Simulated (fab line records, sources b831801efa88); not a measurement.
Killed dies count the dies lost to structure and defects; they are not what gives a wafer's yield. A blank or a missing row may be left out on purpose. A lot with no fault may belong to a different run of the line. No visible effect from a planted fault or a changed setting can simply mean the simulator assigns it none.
Chamber matching | flow sky130 | cmp-01 running SKY_FIELD_ISO_CMP_27: 4 sister chambers
The step polishes, stops on Si3N4, t overpolish 16 s, target thk 457.8 nm. 8 wafers are shown with their chamber, then 7 later ones without.

== WAFERS WITH THEIR CHAMBER ==
wafer  | chamber | motorCurrentA (A) | timeToEndpointS (s)
L352.3 | 3       | 12.1              | 107
L355.5 | 1       | 14.9              | 109
L355.6 | 2       | 11.0              | 108
L357.1 | 0       | 13.9              | 106
L357.3 | 2       | 10.7              | 110
L357.6 | 3       | 11.7              | 104
L358.3 | 0       | 14.1              | 110
L358.4 | 1       | 14.2              | 103

== WAFERS WITHOUT THEIR CHAMBER ==
wafer  | motorCurrentA (A) | timeToEndpointS (s)
L358.6 | 14.6              | 106
L361.4 | 11.4              | 104
L361.5 | 11.8              | 109
L361.6 | 10.9              | 102
L371.1 | 14.1              | 101
L371.3 | 14.7              | 105
L371.5 | 11.8              | 106

== CHAMBER TAKEN BY EACH ==
wafer  | from the rows above     | in truth
L358.6 | can't be placed: 1 or 0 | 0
L361.4 | can't be placed: 3 or 2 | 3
L361.5 | can't be placed: 3 or 2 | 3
L361.6 | can't be placed: 2 or 3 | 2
L371.1 | can't be placed: 1 or 0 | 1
L371.3 | can't be placed: 1 or 0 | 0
L371.5 | 3                       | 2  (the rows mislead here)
Correct placement for 0 of the 7. Unplaceable from these rows: 6, with the true chamber sitting among the candidates in 6. Placed wrongly: 1.
How it was worked out, from the rows above alone: a wafer's distance from a chamber is the root of the sum, over the readings, of the square of ((its reading less the chamber's mean) divided by the reading's scatter). If the next closest chamber is less than 2 further off than the closest, the wafer can't be placed; otherwise it belongs to the closest. Each chamber's mean is taken over the wafers shown for it. How the scatter is found: for the shown wafers, subtract from each reading the mean of its chamber, square and add these, divide the total by (wafers less chambers), then take the root.
